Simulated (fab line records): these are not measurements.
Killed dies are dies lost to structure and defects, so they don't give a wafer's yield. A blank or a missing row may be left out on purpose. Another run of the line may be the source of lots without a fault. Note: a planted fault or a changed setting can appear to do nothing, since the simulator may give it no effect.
fab line records + flow gf180mcu
record
- lots=14
- wafers=42
- lastDay=33
route steps=602 shown V1@353 M2@379 V2@384
lots untouched by any fault: they come from a run of this same line in which no faults occurred
startH: start of the lot's first displayed wafer, in hours after the record's first day + waitH: hours from the lot's prior step to this one + " repeats the value in the row above + L1.1+2: a single row standing in for several wafers + - either no value or no given start + * or withheld: withheld + < > ~ a bound
route shown NAME@n: names a module that has steps shown in the file, with the first one's number in the route + usual: the fault-free wafers' mean and standard deviation + same: alike in all rows + chamber/n: place in a boat + sites: per-site readings + _std_site: the standard deviation of these + _edge_site: mean of outer sites minus mean of inner sites + radiusMm: how far each site lies from the wafer's centre + mask NAME#n: copy n + behind: the tool/chamber that last shaped the wafer + hold: what put the lot on hold/how long, in hours/how the hold closed + device: whichever transistor did not switch (one of n, p or np) + end of line: the route-end tests of the same wafers + step lacking rows: just its recipe + killed: dies lost to structure and defects at the first sort, not the wafer's yield + map: the dies of a wafer, with x for killed, . for not killed, _ for no die there
set.NAME: the setting that was run; set.NAME@STEP: the one run at that earlier step + model.NAME: the simulator's own value behind a step, which no gauge read
route steps across a sampled set of lots; one table per step, one row per wafer
services: the hour from which a tool's chamber was out of use, counted from the record's first day as startH (under 0 if before that day), plus the number of hours and why
## steps
# step GF_V1_STRIP_18
# recipe
- chemistry=O2/N2
- powerW=1400
- pressureMtorr=1500
- platenTempC=250
- o2FlowSccm=3000
- n2FlowSccm=300
- overashFraction=0.5
# usual
- drypumpMotorCurrentA=5.8/0.5
- heaterPowerW=308/23
- oesProductAu=0.594/0.0046
| lot.wafer | tool           | chamber | startH | waitH | drypumpMotorCurrentA | heaterPowerW | oesProductAu | rfHoursCounterH |
|-----------|----------------|---------|--------|-------|----------------------|--------------|--------------|-----------------|
| L599.2    | plasmaAsher-01 | 1       | 431.14 | -     | 5.8                  | 305          | 0.598        | 81              |
| L599.4    | "              | 0       | "      | "     | 6.2                  | 284          | 0.593        | -               |
| L599.6    | "              | 1       | "      | "     | 5.8                  | 305          | 0.601        | -               |
| L600.2    | plasmaAsher-03 | 0       | 441.39 | -     | 4.8                  | 333          | 0.594        | 65              |
| L600.3    | "              | 0       | "      | "     | 4.8                  | 329          | 0.588        | -               |
| L600.6    | "              | 1       | "      | "     | 6.0                  | 347          | 0.599        | -               |
| L601.1    | plasmaAsher-03 | 1       | 448.19 | -     | 6.0                  | 347          | 0.599        | 66              |
| L601.3    | "              | 1       | "      | "     | 6.0                  | 340          | 0.595        | -               |
| L601.4    | "              | 0       | "      | "     | 4.9                  | 328          | 0.593        | -               |
| L602.3    | plasmaAsher-01 | 0       | 460.71 | -     | 6.2                  | 283          | 0.599        | -               |
| L602.4    | "              | 1       | "      | "     | 5.8                  | 296          | 0.591        | -               |
| L602.6    | "              | 0       | "      | "     | 6.2                  | 286          | 0.596        | -               |
| L603.3    | plasmaAsher-01 | 1       | 468.41 | -     | 5.8                  | 306          | 0.596        | -               |
| L603.4    | "              | 0       | "      | "     | 6.2                  | 283          | 0.596        | -               |
| L603.6    | "              | 0       | "      | "     | 6.2                  | 286          | 0.594        | -               |
| L604.1    | plasmaAsher-01 | 1       | 483.67 | -     | 5.8                  | 303          | 0.595        | 87              |
| L604.4    | "              | 0       | "      | "     | 6.2                  | 279          | 0.607        | -               |
| L604.5    | "              | 1       | "      | "     | 5.8                  | 304          | 0.596        | -               |
| L606.2    | plasmaAsher-02 | 1       | 488.84 | -     | 5.4                  | 313          | 0.602        | 6               |
| L606.4    | "              | 0       | "      | "     | 6.5                  | 290          | 0.586        | -               |
| L606.5    | "              | 1       | "      | "     | 5.4                  | 306          | 0.590        | -               |
| L607.1    | plasmaAsher-02 | 0       | 505.82 | -     | 6.5                  | 287          | 0.600        | 8               |
| L607.4    | "              | 0       | "      | "     | 6.5                  | 285          | 0.599        | -               |
| L607.6    | "              | 0       | "      | "     | 6.5                  | 285          | 0.596        | -               |
| L608.1    | plasmaAsher-02 | 1       | 515.56 | -     | 5.4                  | 312          | 0.594        | 9               |
| L608.5    | "              | 0       | "      | "     | 6.5                  | 283          | 0.597        | -               |
| L608.6    | "              | 1       | "      | "     | 5.4                  | 315          | 0.594        | -               |
| L609.1    | plasmaAsher-02 | 1       | 523.86 | -     | 5.4                  | 311          | 0.599        | 10              |
| L609.3    | "              | 0       | "      | "     | 6.5                  | 291          | 0.602        | -               |
| L609.5    | "              | 0       | "      | "     | 6.5                  | 291          | 0.591        | -               |
| L610.2    | plasmaAsher-03 | 0       | 531.52 | -     | 4.9                  | 333          | 0.582        | 74              |
| L610.5    | "              | 0       | "      | "     | 4.9                  | 326          | 0.598        | -               |
| L610.6    | "              | 1       | "      | "     | 6.0                  | 335          | 0.588        | -               |
| L611.3    | plasmaAsher-01 | 0       | 540.81 | -     | 6.2                  | 277          | 0.596        | -               |
| L611.4    | "              | 1       | "      | "     | 5.8                  | 308          | 0.594        | -               |
| L611.6    | "              | 1       | "      | "     | 5.8                  | 303          | 0.591        | -               |
| L612.1    | plasmaAsher-01 | 0       | 545.64 | -     | 6.2                  | 277          | 0.593        | 93              |
| L612.5    | "              | 1       | "      | "     | 5.8                  | 295          | 0.590        | -               |
| L612.6    | "              | 0       | "      | "     | 6.2                  | 282          | 0.590        | -               |
| L613.2    | plasmaAsher-01 | 0       | 554.61 | -     | 6.2                  | 284          | 0.593        | 94              |
| L613.5    | "              | 0       | "      | "     | 6.2                  | 280          | 0.597        | -               |
| L613.6    | "              | 1       | "      | "     | 5.8                  | 309          | 0.604        | -               |
# step GF_M2_STRIP_17
# recipe
- chemistry=O2/N2
- powerW=1400
- pressureMtorr=1500
- platenTempC=250
- o2FlowSccm=3000
- n2FlowSccm=300
- overashFraction=0.5
# usual
- drypumpMotorCurrentA=5.8/0.45
- heaterPowerW=302/18
- oesProductAu=0.560/0.0049
- stripTimeToEndpointS=7.92/0.038
| lot.wafer | tool           | chamber | startH | waitH | drypumpMotorCurrentA | heaterPowerW | oesProductAu | rfHoursCounterH | stripTimeToEndpointS |
|-----------|----------------|---------|--------|-------|----------------------|--------------|--------------|-----------------|----------------------|
| L599.2    | plasmaAsher-01 | 0       | 457.02 | 0.1   | 6.2                  | 278          | 0.561        | 84              | 7.87                 |
| L599.4    | "              | 1       | "      | "     | 5.8                  | 306          | 0.560        | -               | 7.92                 |
| L599.6    | "              | 1       | "      | "     | 5.8                  | 293          | 0.566        | -               | 7.90                 |
| L600.2    | plasmaAsher-04 | 1       | 467.72 | 0.1   | 5.6                  | 347          | 0.554        | 36              | 7.96                 |
| L600.3    | "              | 1       | "      | "     | 5.6                  | 333          | 0.568        | -               | 7.93                 |
| L600.6    | "              | 1       | "      | "     | 5.6                  | 332          | 0.561        | -               | 7.99                 |
| L601.1    | plasmaAsher-02 | 1       | 473.97 | 0.1   | 5.4                  | 320          | 0.554        | 4               | 7.91                 |
| L601.3    | "              | 0       | "      | "     | 6.5                  | 294          | 0.561        | -               | 7.91                 |
| L601.4    | "              | 1       | "      | "     | 5.4                  | 305          | 0.562        | -               | 7.93                 |
| L602.3    | plasmaAsher-04 | 0       | 486.61 | 0.1   | 5.1                  | 305          | 0.563        | -               | 7.91                 |
| L602.4    | "              | 1       | "      | "     | 5.6                  | 337          | 0.562        | -               | 8.01                 |
| L602.6    | "              | 1       | "      | "     | 5.6                  | 341          | 0.554        | -               | 7.93                 |
| L603.3    | plasmaAsher-02 | 1       | 494.29 | 0.1   | 5.4                  | 310          | 0.558        | -               | 7.90                 |
| L603.4    | "              | 0       | "      | "     | 6.5                  | 289          | 0.565        | -               | 7.89                 |
| L603.6    | "              | 0       | "      | "     | 6.6                  | 291          | 0.565        | -               | 7.94                 |
| L604.1    | plasmaAsher-01 | 1       | 509.72 | 0.1   | 5.8                  | 299          | 0.561        | 89              | 7.93                 |
| L604.4    | "              | 0       | "      | "     | 6.2                  | 277          | 0.566        | -               | 7.93                 |
| L604.5    | "              | 1       | "      | "     | 5.8                  | 301          | 0.565        | -               | 7.90                 |
| L606.2    | plasmaAsher-04 | 0       | 514.17 | 0.1   | 5.1                  | 298          | 0.554        | 41              | 7.94                 |
| L606.4    | "              | 1       | "      | "     | 5.6                  | 332          | 0.559        | -               | 7.99                 |
| L606.5    | "              | 1       | "      | "     | 5.6                  | 329          | 0.562        | -               | 7.94                 |
| L607.1    | plasmaAsher-01 | 0       | 530.82 | 0.1   | 6.2                  | 274          | 0.560        | 92              | 7.88                 |
| L607.4    | "              | 0       | "      | "     | 6.2                  | 285          | 0.560        | -               | 7.88                 |
| L607.6    | "              | 0       | "      | "     | 6.2                  | 278          | 0.565        | -               | 7.97                 |
| L608.1    | plasmaAsher-02 | 0       | 540.67 | 0.1   | 6.5                  | 288          | 0.560        | 11              | 7.91                 |
| L608.5    | "              | 0       | "      | "     | 6.5                  | 277          | 0.564        | -               | 7.89                 |
| L608.6    | "              | 1       | "      | "     | 5.4                  | 311          | 0.553        | -               | 7.92                 |
| L609.1    | plasmaAsher-01 | 0       | 548.72 | 0.1   | 6.2                  | 287          | 0.561        | 93              | 7.89                 |
| L609.3    | "              | 0       | "      | "     | 6.2                  | 280          | 0.556        | -               | 7.89                 |
| L609.5    | "              | 0       | "      | "     | 6.2                  | 283          | 0.555        | -               | 7.84                 |
| L610.2    | plasmaAsher-02 | 0       | 556.14 | 0.1   | 6.5                  | 292          | 0.561        | 13              | 7.91                 |
| L610.5    | "              | 0       | "      | "     | 6.5                  | 285          | 0.564        | -               | 7.93                 |
| L610.6    | "              | 1       | "      | "     | 5.4                  | 311          | 0.556        | -               | 7.92                 |
| L611.3    | plasmaAsher-01 | 1       | 564.85 | 0.1   | 5.8                  | 303          | 0.562        | -               | 7.92                 |
| L611.4    | "              | 0       | "      | "     | 6.2                  | 280          | 0.552        | -               | 7.89                 |
| L611.6    | "              | 1       | "      | "     | 5.8                  | 299          | 0.558        | -               | 7.94                 |
| L612.1    | plasmaAsher-02 | 0       | 569.37 | 0.1   | 6.5                  | 283          | 0.555        | 14              | 7.93                 |
| L612.5    | "              | 0       | "      | "     | 6.5                  | 286          | 0.557        | -               | 7.88                 |
| L612.6    | "              | 1       | "      | "     | 5.4                  | 302          | 0.557        | -               | 7.91                 |
| L613.2    | plasmaAsher-04 | 0       | 578.34 | 0.1   | 5.1                  | 298          | 0.562        | 48              | 7.87                 |
| L613.5    | "              | 1       | "      | "     | 5.6                  | 334          | 0.559        | -               | 7.92                 |
| L613.6    | "              | 0       | "      | "     | 5.1                  | 301          | 0.557        | -               | 7.89                 |
# step GF_V2_CVD_02
# recipe
- material=SiO2
- targetThkNm=850
- precursor=TEOS
- tempC=400
- timeS=94.851
- rfW=600
# usual
- heaterPowerW=651/100
| lot.wafer | tool     | chamber | startH | waitH | heaterPowerW | sinceWetCleanH |
|-----------|----------|---------|--------|-------|--------------|----------------|
| L599.2    | pecvd-02 | 0       | 457.69 | 0.0   | 645          | 75             |
| L599.4    | "        | 2       | "      | "     | 697          | -              |
| L599.6    | "        | 1       | "      | "     | 726          | -              |
| L600.2    | pecvd-03 | 0       | 468.80 | 0.0   | 620          | 502            |
| L600.3    | "        | 1       | "      | "     | 660          | 502            |
| L600.6    | "        | 1       | "      | "     | 715          | -              |
| L601.1    | pecvd-02 | 1       | 474.68 | 0.1   | 882          | 92             |
| L601.3    | "        | 2       | "      | "     | 690          | 92             |
| L601.4    | "        | 1       | "      | "     | 915          | -              |
| L602.3    | pecvd-03 | 2       | 487.30 | 0.0   | 509          | 521            |
| L602.4    | "        | 2       | "      | "     | 574          | -              |
| L602.6    | "        | 1       | "      | "     | 584          | -              |
| L603.3    | pecvd-03 | 1       | 494.92 | 0.0   | 656          | 529            |
| L603.4    | "        | 1       | "      | "     | 708          | -              |
| L603.6    | "        | 0       | "      | "     | 631          | -              |
| L604.1    | pecvd-01 | 1       | 510.40 | 0.1   | 683          | 336            |
| L604.4    | "        | 2       | "      | "     | 585          | -              |
| L604.5    | "        | 0       | "      | "     | 632          | -              |
| L606.2    | pecvd-02 | 2       | 514.84 | 0.0   | 642          | 132            |
| L606.4    | "        | 2       | "      | "     | 681          | -              |
| L606.5    | "        | 1       | "      | "     | 722          | -              |
| L607.1    | pecvd-02 | 0       | 531.49 | 0.1   | 667          | 149            |
| L607.4    | "        | 0       | "      | "     | 518          | -              |
| L607.6    | "        | 2       | "      | "     | 658          | -              |
| L608.1    | pecvd-02 | 1       | 541.34 | 0.1   | 909          | 158            |
| L608.5    | "        | 1       | "      | "     | 904          | -              |
| L608.6    | "        | 0       | "      | "     | 535          | -              |
| L609.1    | pecvd-01 | 0       | 549.42 | 0.1   | 720          | 375            |
| L609.3    | "        | 2       | "      | "     | 495          | 375            |
| L609.5    | "        | 1       | "      | "     | 719          | -              |
| L610.2    | pecvd-01 | 2       | 556.81 | 0.0   | 549          | 382            |
| L610.5    | "        | 2       | "      | "     | 461          | -              |
| L610.6    | "        | 0       | "      | "     | 764          | -              |
| L611.3    | pecvd-03 | 2       | 565.52 | 0.0   | 648          | 599            |
| L611.4    | "        | 1       | "      | "     | 732          | -              |
| L611.6    | "        | 2       | "      | "     | 507          | -              |
| L612.1    | pecvd-03 | 2       | 570.04 | 0.1   | 613          | 604            |
| L612.5    | "        | 2       | "      | "     | 639          | -              |
| L612.6    | "        | 0       | "      | "     | 630          | -              |
| L613.2    | pecvd-03 | 2       | 579.01 | 0.0   | 562          | 613            |
| L613.5    | "        | 2       | "      | "     | 595          | -              |
| L613.6    | "        | 1       | "      | "     | 742          | -              |
# step GF_V2_CMP_04
# recipe
- material=SiO2
- downForcePsi=4
- platenRpm=60
- padVelocityMS=0.94248
# usual
- edgeZonePressureFrac=1.000/0.0049
- headPressurePsi=3.999/0.0093
- motorCurrentA=11.9/0.96
- platenRpm=60.01/0.039
- slurryFilterDpKPa=13.50/0.13
- timeToEndpointS=79/5
| lot.wafer | tool   | chamber | startH | waitH | edgeZonePressureFrac | headPressurePsi | motorCurrentA | platenRpm | slurryFilterDpKPa | timeToEndpointS |
|-----------|--------|---------|--------|-------|----------------------|-----------------|---------------|-----------|-------------------|-----------------|
| L599.4    | cmp-02 | 0       | 457.82 | 0.0   | 1.001                | 4.018           | 10.2          | 59.99     | 13.38             | 73              |
| L599.2    | "      | 2       | "      | "     | 1.002                | 3.994           | 13.0          | 59.97     | 13.40             | 72              |
| L599.6    | "      | 1       | "      | "     | 1.003                | 3.990           | 12.5          | 60.06     | 13.67             | 76              |
| L600.2    | cmp-01 | 2       | 468.93 | 0.0   | 1.006                | 3.988           | 11.6          | 60.01     | 13.63             | 65              |
| L600.3    | "      | 1       | "      | "     | 1.000                | 3.998           | 12.5          | 59.94     | 13.46             | 64              |
| L600.6    | "      | 2       | "      | "     | 1.000                | 4.001           | 11.9          | 59.95     | 13.52             | 72              |
| L601.3    | cmp-02 | 3       | 474.81 | 0.0   | 1.001                | 4.007           | 11.2          | 60.03     | 13.42             | 78              |
| L601.1    | "      | 1       | "      | "     | 1.000                | 3.999           | 12.4          | 59.99     | 13.59             | 79              |
| L601.4    | "      | 2       | "      | "     | 1.004                | 3.999           | 12.3          | 60.03     | 13.38             | 86              |
| L602.4    | cmp-01 | 2       | 487.53 | 0.1   | 1.006                | 3.982           | 11.3          | 60.00     | 13.30             | 75              |
| L602.3    | "      | 3       | "      | "     | 1.004                | 4.004           | 12.9          | 59.98     | 13.43             | 81              |
| L602.6    | "      | 0       | "      | "     | 1.004                | 3.997           | 13.0          | 60.02     | 13.70             | 84              |
| L603.3    | cmp-01 | 0       | 495.15 | 0.1   | 0.996                | 4.003           | 12.2          | 59.97     | 13.25             | 77              |
| L603.4    | "      | 1       | "      | "     | 1.000                | 4.015           | 11.4          | 60.05     | 13.39             | 73              |
| L603.6    | "      | 3       | "      | "     | 0.990                | 4.014           | 12.2          | 60.01     | 13.48             | 81              |
| L604.4    | cmp-02 | 3       | 510.53 | 0.0   | 1.009                | 4.004           | 10.3          | 60.01     | 13.53             | 80              |
| L604.1    | "      | 2       | "      | "     | 1.000                | 4.012           | 12.7          | 60.06     | 13.47             | 77              |
| L604.5    | "      | 3       | "      | "     | 1.005                | 3.994           | 11.5          | 60.10     | 13.48             | 80              |
| L606.2    | cmp-02 | 1       | 514.97 | 0.0   | 0.995                | 3.999           | 12.7          | 60.04     | 13.61             | 76              |
| L606.4    | "      | 0       | "      | "     | 0.995                | 3.998           | 10.3          | 60.02     | 13.39             | 77              |
| L606.5    | "      | 1       | "      | "     | 0.998                | 4.015           | 12.5          | 59.99     | 13.28             | 78              |
| L607.1    | cmp-01 | 0       | 531.62 | 0.1   | 1.004                | 3.995           | 12.5          | 59.99     | 13.56             | 82              |
| L607.4    | "      | 1       | "      | "     | 1.001                | 3.997           | 12.3          | 59.99     | 13.68             | 88              |
| L607.6    | "      | 1       | "      | "     | 1.004                | 3.998           | 12.1          | 60.00     | 13.38             | 79              |
| L608.1    | cmp-01 | 3       | 541.47 | 0.1   | 1.001                | 3.995           | 13.9          | 59.99     | 13.43             | 77              |
| L608.5    | "      | 3       | "      | "     | 1.005                | 3.995           | 13.5          | 60.00     | 13.24             | 82              |
| L608.6    | "      | 0       | "      | "     | 1.000                | 3.984           | 12.9          | 60.01     | 13.69             | 83              |
| L609.3    | cmp-01 | 2       | 549.55 | 0.0   | 1.000                | 4.019           | 12.5          | 60.08     | 13.48             | 71              |
| L609.1    | "      | 1       | "      | "     | 1.011                | 4.009           | 11.8          | 59.96     | 13.60             | 69              |
| L609.5    | "      | 3       | "      | "     | 0.993                | 3.997           | 12.7          | 59.98     | 13.39             | 81              |
| L610.2    | cmp-02 | 1       | 557.13 | 0.2   | 1.006                | 3.999           | 12.3          | 59.98     | 13.59             | 78              |
| L610.5    | "      | 2       | "      | "     | 0.990                | 3.999           | 12.3          | 59.99     | 13.66             | 84              |
| L610.6    | "      | 3       | "      | "     | 0.995                | 4.001           | 11.3          | 60.00     | 13.75             | 85              |
| L611.3    | cmp-01 | 3       | 565.65 | 0.0   | 1.001                | 4.002           | 12.7          | 59.96     | 13.75             | 80              |
| L611.4    | "      | 2       | "      | "     | 1.001                | 4.000           | 12.3          | 59.99     | 13.41             | 76              |
| L611.6    | "      | 0       | "      | "     | 0.993                | 3.990           | 13.3          | 59.97     | 13.39             | 80              |
| L612.1    | cmp-02 | 1       | 570.27 | 0.1   | -                    | -               | -             | -         | -                 | -               |
| L612.5    | "      | 3       | "      | "     | -                    | -               | -             | -         | -                 | -               |
| L612.6    | "      | 0       | "      | "     | -                    | -               | -             | -         | -                 | -               |
| L613.2    | cmp-02 | 1       | 579.24 | 0.1   | -                    | -               | -             | -         | -                 | -               |
| L613.5    | "      | 3       | "      | "     | -                    | -               | -             | -         | -                 | -               |
| L613.6    | "      | 0       | "      | "     | -                    | -               | -             | -         | -                 | -               |
# step GF_V2_ETCH_17
# recipe
- chemistry=C4F8/O2/Ar
- maskMaterial=KrF
- target=SiO2
- stopOn=TiN
- sourceW=1500
- biasW=1179
- pressureMtorr=40
- c4f8FlowSccm=withheld
- O2_flow_sccm=6
- Ar_flow_sccm=300
- timeS=withheld
- targetDepthA=6300
# usual
- oesProductAu=0.856/0.0046
| lot.wafer | tool       | chamber | startH | waitH | oesProductAu |
|-----------|------------|---------|--------|-------|--------------|
| L599.2    | rieDiel-04 | 0       | -      | -     | 0.863        |
| L599.4    | "          | 3       | "      | "     | 0.852        |
| L599.6    | "          | 1       | "      | "     | 0.856        |
| L600.2    | rieDiel-01 | 1       | -      | -     | 0.853        |
| L600.3    | "          | 2       | "      | "     | 0.850        |
| L600.6    | "          | 1       | "      | "     | 0.853        |
| L601.1    | rieDiel-01 | 2       | -      | -     | 0.851        |
| L601.3    | "          | 0       | "      | "     | 0.861        |
| L601.4    | "          | 3       | "      | "     | 0.862        |
| L602.3    | rieDiel-02 | 2       | -      | -     | 0.856        |
| L602.4    | "          | 3       | "      | "     | 0.857        |
| L602.6    | "          | 1       | "      | "     | 0.859        |
| L603.3    | rieDiel-04 | 1       | -      | -     | 0.861        |
| L603.4    | "          | 3       | "      | "     | 0.859        |
| L603.6    | "          | 3       | "      | "     | 0.859        |
| L604.1    | rieDiel-02 | 1       | -      | -     | 0.855        |
| L604.4    | "          | 0       | "      | "     | 0.855        |
| L604.5    | "          | 3       | "      | "     | 0.848        |
| L606.2    | rieDiel-04 | 2       | -      | -     | 0.861        |
| L606.4    | "          | 1       | "      | "     | 0.854        |
| L606.5    | "          | 2       | "      | "     | 0.849        |
| L607.1    | rieDiel-04 | 3       | -      | -     | 0.855        |
| L607.4    | "          | 1       | "      | "     | 0.854        |
| L607.6    | "          | 2       | "      | "     | 0.847        |
| L608.1    | rieDiel-01 | 1       | -      | -     | 0.850        |
| L608.5    | "          | 1       | "      | "     | 0.859        |
| L608.6    | "          | 2       | "      | "     | 0.855        |
| L609.1    | rieDiel-01 | 2       | -      | -     | 0.851        |
| L609.3    | "          | 0       | "      | "     | 0.853        |
| L609.5    | "          | 1       | "      | "     | 0.861        |
| L610.2    | rieDiel-01 | 1       | -      | -     | 0.858        |
| L610.5    | "          | 3       | "      | "     | 0.851        |
| L610.6    | "          | 0       | "      | "     | 0.855        |
| L611.3    | rieDiel-01 | 0       | -      | -     | 0.867        |
| L611.4    | "          | 3       | "      | "     | 0.858        |
| L611.6    | "          | 1       | "      | "     | 0.856        |
| L612.1    | rieDiel-02 | 3       | -      | -     | 1.597        |
| L612.5    | "          | 3       | "      | "     | 1.602        |
| L612.6    | "          | 2       | "      | "     | 1.628        |
| L613.2    | rieDiel-04 | 0       | -      | -     | 1.607        |
| L613.5    | "          | 2       | "      | "     | 1.621        |
| L613.6    | "          | 3       | "      | "     | 1.642        |
## services
| tool           | chamber | startH | hours | kind   |
|----------------|---------|--------|-------|--------|
| plasmaAsher-04 | -       | 412.84 | 1.0   | repair |
| cmp-01         | -       | 415.21 | 2.8   | repair |
| plasmaAsher-02 | -       | 421.25 | 9.0   | pm     |
| plasmaAsher-01 | -       | 426.91 | 0.6   | repair |
| cmp-01         | -       | 431.50 | 0.4   | repair |
| rieDiel-04     | 0       | 433.36 | 1.8   | repair |
| pecvd-03       | 1       | 437.47 | 18.2  | repair |
| rieDiel-04     | 2       | 441.23 | 8.7   | repair |
| rieDiel-04     | 3       | 449.46 | 3.4   | repair |
| plasmaAsher-02 | -       | 451.62 | 1.8   | repair |
| cmp-01         | -       | 474.19 | 4.9   | repair |
| plasmaAsher-04 | -       | 476.41 | 1.8   | repair |
| cmp-02         | -       | 486.94 | 1.8   | repair |
| cmp-01         | -       | 507.94 | 7.2   | pm     |
| pecvd-02       | -       | 513.15 | 1.4   | repair |
| rieDiel-01     | 0       | 525.38 | 4.2   | repair |
| rieDiel-04     | 0       | 530.33 | 4.4   | repair |
| cmp-01         | -       | 543.60 | 1.2   | repair |
| pecvd-02       | -       | 568.25 | 14.6  | pm     |
| cmp-02         | -       | 572.00 | 4.0   | pm     |
| rieDiel-04     | -       | 574.78 | 0.2   | repair |
| cmp-02         | -       | 577.12 | 1.3   | repair |
| rieDiel-01     | 3       | 592.22 | 8.6   | repair |
| pecvd-02       | -       | 596.63 | 2.8   | pm     |
## key
firstSign
- step=GF_V2_CMP_04
- reading=toolRecord
- direction=missing
effect
- step=GF_V2_ETCH_17
- reading=oesProductAu
- direction=up
- sigmas=99+
- usual=0.856
- struck=1.616
metAt GF_V2_CMP_04
struckLots L612,L613
laterRowsLeftOut L612.1,L612.5,L612.6,L613.2,L613.5,L613.6
sortLeftOut L612.1,L612.5,L612.6,L613.2,L613.5,L613.6
notActingAt GF_V1_STRIP_18,GF_M2_STRIP_17,GF_V2_CVD_02
onsetBetween 557.13 570.27
fault
- kind=skippedStepWhole
- tool=cmp-02
- chamber=-
- onsetH=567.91
- steps=GF_V2_CMP_04
- scope=struckLotsOnly
# sortLeftOut: the simulated sort isn't trusted on such a fault, so these wafers' sort isn't shown, and their yield isn't known
# laterRowsLeftOut: the simulator's readings of these wafers behind a module that went badly wrong aren't trusted and aren't shown, but for the sort
